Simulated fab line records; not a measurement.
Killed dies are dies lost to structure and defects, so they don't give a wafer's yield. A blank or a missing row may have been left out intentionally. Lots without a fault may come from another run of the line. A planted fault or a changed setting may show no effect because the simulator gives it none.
Matching of chambers    flow gf180mcu    4 sister chambers for GF_V1_CMP_04 on cmp-02
The step polishes SiO2. 4 wafers are shown with their chamber, then 12 later ones without.

WAFERS, EACH WITH ITS CHAMBER
wafer   chamber  motor current A (A)
L090.6  2        11.3
L091.3  1        11.5
L091.4  0        11.8
L091.6  3        14.0

WAFERS WITH NO CHAMBER GIVEN
wafer   motor current A (A)
L092.1  11.1
L092.3  11.6
L092.5  13.5
L093.1  11.2
L093.2  13.4
L093.4  11.9
L095.1  11.9
L095.3  11.5
L095.4  12.2
L096.3  11.5
L096.4  11.1
L096.6  11.9

WHICH CHAMBER EACH ONE RAN IN
wafer   from the rows above           in truth
L092.1  can't be placed: 2 or 1 or 0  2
L092.3  can't be placed: 1 or 0 or 2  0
L092.5  3                             3
L093.1  can't be placed: 2 or 1 or 0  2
L093.2  3                             3
L093.4  can't be placed: 0 or 1 or 2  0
L095.1  can't be placed: 0 or 1 or 2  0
L095.3  can't be placed: 1 or 2 or 0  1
L095.4  can't be placed: 0 or 1 or 2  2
L096.3  can't be placed: 1 or 2 or 0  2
L096.4  can't be placed: 2 or 1 or 0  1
L096.6  can't be placed: 0 or 1 or 2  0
Correct placement for 2 of the 12. Unplaceable from these rows: 10, with the true chamber sitting among the candidates in 10. Wrongly placed: 0.
How it was worked out, from the rows above alone: a wafer's distance from a chamber is the root of the sum, over the readings, of the square of ((its reading less the chamber's mean) divided by the reading's scatter). The wafer belongs to the nearest chamber; if the next one is less than 2 further off, it can't be placed. A chamber's mean is the mean of its shown wafers. The scatter (one wafer shown for each chamber): square how far every hidden wafer sits from the nearest shown wafer, average those squares and take the square root.
